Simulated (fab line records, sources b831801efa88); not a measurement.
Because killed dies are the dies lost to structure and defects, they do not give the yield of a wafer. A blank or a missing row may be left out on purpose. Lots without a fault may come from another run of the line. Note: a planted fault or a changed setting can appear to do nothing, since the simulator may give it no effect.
fab line records + flow sky130 + part 2 of 2: steps 28 to 37 of 37
record:
- lots: 5
- wafers: 15
- last_day: 49
route steps=708 shown METAL2@496 VIA2@507 METAL3@532
lots that met no fault: taken from a fault-free run of the same line
start_h: hours from the record's first day to the start of the lot's first wafer shown + wait_h: hours from the lot's prior step to this one + " as in the row above + L1.1+2: one row covering several wafers at once + - no value present, or no start provided + * or withheld: withheld + < > ~ a bound
route shown NAME@n: NAME is a module with steps in the file, n the number in the route of the first one + usual: the fault-free wafers' mean and standard deviation + same: alike in all rows + chamber/n: place in a boat + sites: readings site by site + _std_site: how widely they spread, as a standard deviation + _edge_site: outer sites' mean less inner sites' + radius_mm: for every site, how far away it sits from the centre of the wafer + mask NAME#n: copy n + behind: the most recent tool/chamber to have shaped the wafer + hold: the reason the lot was held/the length of the hold in hours/how it ended + device: the transistor (n, p or np) that didn't switch + end of line: tests run on the same wafers once the route is complete + a step without rows: its recipe alone + killed: not the wafer's yield, but the dies lost to structure and defects at the first sort + map: dies across one wafer; x = killed, . = not, _ = none there
set.NAME: setting as actually run; set.NAME@STEP: the setting as run at that earlier step + model.NAME: the simulator's own value behind a step, which no gauge read
lots seen at some steps along the route; tables by step, rows by wafer
services: when a tool's chamber went out of use (start_h, in hours from the record's first day, below 0 if earlier), for how many hours, and the reason
== steps ==
step: SKY_VIA2_STRIP_16
recipe:
- chemistry: O2/N2
- power_w: 1400
- pressure_mtorr: 1500
- platen_temp_c: withheld
- o2_flow_sccm: 3000
- n2_flow_sccm: 300
- overash_fraction: 0.5
usual:
- drypump_motor_current_A: 5.6/0.39
- n2_flow_sccm: 300.0/0.97
- oes_product_au: 0.397/0.0047
- strip_time_to_endpoint_s: 4.04/0.034
| lot.wafer | tool            | chamber | start_h | wait_h | drypump_motor_current_A | n2_flow_sccm | oes_product_au | rf_hours_counter_h | strip_time_to_endpoint_s |
|-----------|-----------------|---------|---------|--------|-------------------------|--------------|----------------|--------------------|--------------------------|
| L076.3    | plasma_asher-02 | 0       | 865.35  | 0.1    | 6.2                     | 298.7        | 0.396          | -                  | 4.05                     |
| L076.5    | "               | 1       | "       | "      | 5.4                     | 300.7        | 0.391          | -                  | 4.01                     |
| L076.6    | "               | 0       | "       | "      | 6.2                     | 299.7        | 0.398          | -                  | 4.01                     |
| L078.2    | plasma_asher-03 | 1       | 893.21  | 0.0    | 5.9                     | 301.1        | 0.390          | 104                | 4.03                     |
| L078.5    | "               | 0       | "       | "      | 4.9                     | 299.7        | 0.402          | -                  | 3.99                     |
| L078.6    | "               | 1       | "       | "      | 5.9                     | 300.5        | 0.399          | -                  | 4.03                     |
| L089.2    | plasma_asher-03 | 1       | 953.03  | 0.0    | 5.9                     | 297.9        | 0.398          | 110                | 4.03                     |
| L089.3    | "               | 1       | "       | "      | 5.9                     | 298.4        | 0.399          | -                  | 4.02                     |
| L089.6    | "               | 0       | "       | "      | 4.9                     | 299.4        | 0.397          | -                  | 4.00                     |
| L088.3    | plasma_asher-04 | 0       | 957.61  | 0.1    | 5.8                     | 300.1        | 0.394          | -                  | 4.06                     |
| L088.4    | "               | 1       | "       | "      | 5.4                     | 299.1        | 0.398          | -                  | 4.06                     |
| L088.6    | "               | 1       | "       | "      | 5.3                     | 298.7        | 0.390          | -                  | 4.03                     |
| L091.3    | plasma_asher-04 | 1       | 973.46  | 0.1    | 5.3                     | 299.4        | 0.397          | -                  | 4.03                     |
| L091.5    | "               | 0       | "       | "      | 5.8                     | 299.9        | 0.394          | -                  | 4.00                     |
| L091.6    | "               | 1       | "       | "      | 5.3                     | 300.8        | 0.399          | -                  | 3.99                     |
step: SKY_VIA2_STRIP_17
recipe:
- chemistry: post_etch_residue_remover
- time_s: 1200
- temp_c: 72.5
usual:
- bath_heat_duty_pct: 14.4/1.6
| lot.wafer | tool         | chamber | start_h | wait_h | bath_heat_duty_pct |
|-----------|--------------|---------|---------|--------|--------------------|
| L076.3    | wet_bench-02 | 2       | 865.42  | 0.0    | 14.6               |
| L076.5    | "            | 2       | "       | "      | 13.4               |
| L076.6    | "            | 2       | "       | "      | 13.9               |
| L078.2    | wet_bench-02 | 3       | 893.31  | 0.1    | 15.2               |
| L078.5    | "            | 3       | "       | "      | 16.9               |
| L078.6    | "            | 3       | "       | "      | 16.7               |
| L089.2    | wet_bench-02 | 1       | 953.13  | 0.1    | 12.2               |
| L089.3    | "            | 1       | "       | "      | 11.8               |
| L089.6    | "            | 1       | "       | "      | 13.2               |
| L088.3    | wet_bench-02 | 1       | 957.68  | 0.0    | 12.3               |
| L088.4    | "            | 1       | "       | "      | 14.3               |
| L088.6    | "            | 1       | "       | "      | 12.0               |
| L091.3    | wet_bench-03 | 0       | 973.55  | 0.1    | 12.7               |
| L091.5    | "            | 0       | "       | "      | 13.6               |
| L091.6    | "            | 0       | "       | "      | 12.4               |
step: SKY_VIA2_CLEAN_18
recipe:
- chemistry: IPA
- time_s: 180
- temp_c: 25
usual:
- bath_heat_duty_pct: 6.3/0.81
| lot.wafer | tool         | chamber | start_h | wait_h | bath_heat_duty_pct |
|-----------|--------------|---------|---------|--------|--------------------|
| L076.3    | wet_bench-04 | 0       | 865.76  | 0.0    | 7.6                |
| L076.5    | "            | 0       | "       | "      | 7.8                |
| L076.6    | "            | 0       | "       | "      | 6.3                |
| L078.2    | wet_bench-04 | 3       | 894.00  | 0.0    | 6.6                |
| L078.5    | "            | 3       | "       | "      | 5.8                |
| L078.6    | "            | 3       | "       | "      | 5.6                |
| L089.2    | wet_bench-03 | 3       | 953.50  | 0.0    | 6.6                |
| L089.3    | "            | 3       | "       | "      | 7.1                |
| L089.6    | "            | 3       | "       | "      | 6.7                |
| L088.3    | wet_bench-04 | 2       | 958.02  | 0.0    | 5.9                |
| L088.4    | "            | 2       | "       | "      | 5.5                |
| L088.6    | "            | 2       | "       | "      | 6.5                |
| L091.3    | wet_bench-02 | 2       | 973.92  | 0.0    | 6.1                |
| L091.5    | "            | 2       | "       | "      | 6.1                |
| L091.6    | "            | 2       | "       | "      | 6.0                |
step: SKY_VIA2_CLEAN_19
recipe:
- chemistry: O3/DIW
- dry: n2_spin
| lot.wafer  | tool         | chamber | start_h | wait_h |
|------------|--------------|---------|---------|--------|
| L076.3+5+6 | wet_bench-03 | 2       | 865.83  | 0.0    |
| L078.2+5+6 | wet_bench-03 | 2       | 894.06  | 0.0    |
| L089.2+3+6 | wet_bench-02 | 0       | 953.63  | 0.0    |
| L088.3+4+6 | wet_bench-02 | 1       | 958.08  | 0.0    |
| L091.3+5+6 | wet_bench-04 | 0       | 973.98  | 0.0    |
step: SKY_VIA2_SPUTTER_20
recipe:
- material: TiN
- target_thk_nm: 20
- chamber_pressure_pa: 5
- power_w: 4000
- time_s: 80
usual:
- throttle_valve_pct: 30.1/1
| lot.wafer | tool           | chamber | start_h | wait_h | throttle_valve_pct |
|-----------|----------------|---------|---------|--------|--------------------|
| L076.3    | pvd_sputter-02 | -       | 865.92  | 0.0    | 31.4               |
| L076.5    | "              | -       | "       | "      | 31.3               |
| L076.6    | "              | -       | "       | "      | 29.2               |
| L078.2    | pvd_sputter-02 | -       | 894.15  | 0.0    | 30.3               |
| L078.5    | "              | -       | "       | "      | 29.1               |
| L078.6    | "              | -       | "       | "      | 31.7               |
| L089.2    | pvd_sputter-02 | -       | 953.73  | 0.0    | 29.7               |
| L089.3    | "              | -       | "       | "      | 29.4               |
| L089.6    | "              | -       | "       | "      | 30.0               |
| L088.3    | pvd_sputter-03 | -       | 958.17  | 0.0    | 31.1               |
| L088.4    | "              | -       | "       | "      | 30.7               |
| L088.6    | "              | -       | "       | "      | 28.2               |
| L091.3    | pvd_sputter-02 | -       | 974.07  | 0.0    | 30.1               |
| L091.5    | "              | -       | "       | "      | 29.3               |
| L091.6    | "              | -       | "       | "      | 31.3               |
step: SKY_VIA2_CVD_21
recipe:
- material: W
- target_thk_nm: 420
- time_s: 126.4
- temp_c: 400
- pressure_torr: 40
usual:
- chamber_pressure_Torr: 40.01/0.092
- heater_power_w: 843/59
| lot.wafer | tool     | chamber | start_h | wait_h | chamber_pressure_Torr | heater_power_w |
|-----------|----------|---------|---------|--------|-----------------------|----------------|
| L076.3    | cvd_w-02 | 1       | 866.02  | 0.1    | 40.15                 | 820            |
| L076.5    | "        | 1       | "       | "      | 40.13                 | 815            |
| L076.6    | "        | 0       | "       | "      | 40.11                 | 805            |
| L078.2    | cvd_w-01 | 1       | 894.21  | 0.0    | 39.99                 | 1009           |
| L078.5    | "        | 0       | "       | "      | 39.85                 | 903            |
| L078.6    | "        | 1       | "       | "      | 39.96                 | 1018           |
| L089.2    | cvd_w-02 | 1       | 953.79  | 0.0    | 40.04                 | 825            |
| L089.3    | "        | 1       | "       | "      | 39.98                 | 810            |
| L089.6    | "        | 0       | "       | "      | 39.93                 | 812            |
| L088.3    | cvd_w-02 | 0       | 958.27  | 0.1    | 39.93                 | 816            |
| L088.4    | "        | 1       | "       | "      | 39.92                 | 833            |
| L088.6    | "        | 0       | "       | "      | 39.90                 | 793            |
| L091.3    | cvd_w-01 | 1       | 974.18  | 0.1    | 39.97                 | 908            |
| L091.5    | "        | 0       | "       | "      | 39.98                 | 812            |
| L091.6    | "        | 1       | "       | "      | 40.15                 | 913            |
step: SKY_VIA2_RS_MEAS_22
recipe:
- thk_meas_gauge: four-point-probe
- reads: W_of_VIA2_CVD_21+TiN_of_VIA2_SPUTTER_20
usual:
- VIA2_W_RS: 0.274/0.0046
| lot.wafer | tool          | chamber | start_h | wait_h | VIA2_W_RS[ohm/sq] |
|-----------|---------------|---------|---------|--------|-------------------|
| L076.3    | film_metro-03 | -       | 866.15  | 0.1    | 0.267             |
| L076.5    | "             | -       | "       | "      | 0.265             |
| L076.6    | "             | -       | "       | "      | 0.276             |
| L078.2    | film_metro-03 | -       | 894.36  | 0.1    | 0.274             |
| L078.5    | "             | -       | "       | "      | 0.277             |
| L078.6    | "             | -       | "       | "      | 0.279             |
| L089.2    | film_metro-04 | -       | 953.94  | 0.1    | 0.270             |
| L089.3    | "             | -       | "       | "      | 0.270             |
| L089.6    | "             | -       | "       | "      | 0.278             |
| L088.3    | film_metro-02 | -       | 958.40  | 0.1    | 0.281             |
| L088.4    | "             | -       | "       | "      | 0.274             |
| L088.6    | "             | -       | "       | "      | 0.281             |
| L091.3    | film_metro-04 | -       | 974.30  | 0.1    | 0.278             |
| L091.5    | "             | -       | "       | "      | 0.273             |
| L091.6    | "             | -       | "       | "      | 0.280             |
step: SKY_VIA2_THK_MEAS_23
recipe:
- thk_meas_gauge: xrf
- reads: W_of_VIA2_CVD_21
usual:
- VIA2_W_THK: 408/8.4
| lot.wafer | tool          | chamber | start_h | wait_h | VIA2_W_THK[nm] |
|-----------|---------------|---------|---------|--------|----------------|
| L076.3    | film_metro-03 | -       | 866.25  | 0.1    | 418            |
| L076.5    | "             | -       | "       | "      | 425            |
| L076.6    | "             | -       | "       | "      | 408            |
| L078.2    | film_metro-03 | -       | 894.47  | 0.1    | 409            |
| L078.5    | "             | -       | "       | "      | 402            |
| L078.6    | "             | -       | "       | "      | 402            |
| L089.2    | film_metro-04 | -       | 954.05  | 0.1    | 405            |
| L089.3    | "             | -       | "       | "      | 408            |
| L089.6    | "             | -       | "       | "      | 394            |
| L088.3    | film_metro-02 | -       | 958.50  | 0.1    | 398            |
| L088.4    | "             | -       | "       | "      | 408            |
| L088.6    | "             | -       | "       | "      | 397            |
| L091.3    | film_metro-04 | -       | 974.40  | 0.1    | 401            |
| L091.5    | "             | -       | "       | "      | 403            |
| L091.6    | "             | -       | "       | "      | 396            |
step: SKY_VIA2_CMP_24
recipe:
- stop_on: SiO2
- t_overpolish_s: 20
- down_force_psi: 3.5
- platen_rpm: 60
- target_thk_nm: 0
- pad_velocity_m_s: 0.94248
usual:
- motor_current_A: 11.0/0.97
- overpolish_run_s: 19.999/0.0083
- retaining_ring_pressure_frac: 1.001/0.005
- time_to_endpoint_s: 101/4
| lot.wafer | tool   | chamber | start_h | wait_h | motor_current_A | overpolish_run_s | retaining_ring_pressure_frac | time_to_endpoint_s |
|-----------|--------|---------|---------|--------|-----------------|------------------|------------------------------|--------------------|
| L076.3    | cmp-01 | 2       | 866.44  | 0.2    | 10.7            | 19.996           | 0.998                        | 107                |
| L076.5    | "      | 3       | "       | "      | 9.7             | 20.005           | 0.995                        | 106                |
| L076.6    | "      | 0       | "       | "      | 11.6            | 20.003           | 1.000                        | 102                |
| L078.2    | cmp-02 | 3       | 894.52  | 0.0    | 11.1            | 19.984           | 0.999                        | 100                |
| L078.5    | "      | 3       | "       | "      | 11.2            | 19.995           | 1.005                        | 100                |
| L078.6    | "      | 0       | "       | "      | 11.3            | 19.992           | 0.999                        | 93                 |
| L089.2    | cmp-01 | 2       | 954.20  | 0.1    | 10.4            | 19.992           | 0.999                        | 98                 |
| L089.3    | "      | 3       | "       | "      | 10.0            | 19.990           | 1.011                        | 99                 |
| L089.6    | "      | 0       | "       | "      | 12.0            | 19.993           | 0.996                        | 100                |
| L088.4    | cmp-02 | 2       | 958.54  | 0.0    | 11.0            | 19.985           | 1.007                        | 98                 |
| L088.3    | "      | 3       | "       | "      | 11.4            | 20.004           | 1.002                        | 98                 |
| L088.6    | "      | 3       | "       | "      | 11.4            | 19.999           | 1.002                        | 99                 |
| L091.3    | cmp-01 | 3       | 974.46  | 0.0    | 9.7             | 19.983           | 1.006                        | 95                 |
| L091.6    | "      | 3       | "       | "      | 9.7             | 20.013           | 1.006                        | 98                 |
| L091.5    | "      | 0       | "       | "      | 11.9            | 20.005           | 0.999                        | 102                |
step: SKY_METAL3_SPUTTER_00
recipe:
- material: Ti
- target_thk_nm: 15
- power_w: 3000
- time_s: 10
- chamber_pressure_pa: 0.4
usual:
- throttle_valve_pct: 30.0/1.1
| lot.wafer | tool           | chamber | start_h | wait_h | throttle_valve_pct |
|-----------|----------------|---------|---------|--------|--------------------|
| L076.3    | pvd_sputter-04 | -       | 866.59  | 0.1    | 32.1               |
| L076.5    | "              | -       | "       | "      | 32.1               |
| L076.6    | "              | -       | "       | "      | 28.5               |
| L078.2    | pvd_sputter-01 | -       | 894.82  | 0.2    | 28.3               |
| L078.5    | "              | -       | "       | "      | 28.6               |
| L078.6    | "              | -       | "       | "      | 31.3               |
| L089.2    | pvd_sputter-01 | -       | 954.40  | 0.1    | 30.4               |
| L089.3    | "              | -       | "       | "      | 28.6               |
| L089.6    | "              | -       | "       | "      | 30.3               |
| L088.3    | pvd_sputter-01 | -       | 958.84  | 0.2    | 28.2               |
| L088.4    | "              | -       | "       | "      | 29.8               |
| L088.6    | "              | -       | "       | "      | 31.7               |
| L091.3    | pvd_sputter-01 | -       | 974.76  | 0.2    | 30.2               |
| L091.5    | "              | -       | "       | "      | 30.5               |
| L091.6    | "              | -       | "       | "      | 28.3               |
== services ==
| tool            | chamber | start_h | hours | kind   |
|-----------------|---------|---------|-------|--------|
| cmp-02          | -       | 822.07  | 1.0   | repair |
| pvd_sputter-01  | -       | 831.39  | 9.1   | repair |
| rie_metal-01    | 0       | 832.89  | 21.3  | repair |
| pvd_sputter-01  | -       | 837.31  | 6.6   | repair |
| plasma_asher-01 | -       | 838.92  | 3.3   | repair |
| rie_diel-03     | 1       | 852.17  | 34.2  | repair |
| pvd_sputter-01  | -       | 854.90  | 13.0  | repair |
| rie_diel-04     | 0       | 866.89  | 2.3   | repair |
| rie_metal-01    | -       | 870.58  | 0.6   | repair |
| rie_diel-04     | 0       | 870.98  | 1.5   | repair |
| rie_diel-03     | 2       | 873.53  | 7.4   | repair |
| rie_diel-04     | 1       | 890.73  | 2.5   | repair |
| cmp-01          | -       | 892.20  | 5.7   | pm     |
| rie_diel-04     | 0       | 900.77  | 12.4  | repair |
| cmp-02          | -       | 903.60  | 1.4   | repair |
| wet_bench-04    | -       | 908.95  | 3.9   | repair |
| rie_diel-03     | 2       | 911.60  | 10.3  | repair |
| cmp-02          | -       | 912.00  | 4.0   | pm     |
| cmp-02          | -       | 932.93  | 0.9   | repair |
| rie_metal-01    | -       | 935.88  | 0.3   | repair |
| wet_bench-03    | -       | 938.86  | 2.2   | repair |
| rie_diel-04     | -       | 949.80  | 2.8   | pm     |
| wet_bench-02    | -       | 961.59  | 1.1   | repair |
| cmp-02          | -       | 970.11  | 0.4   | repair |
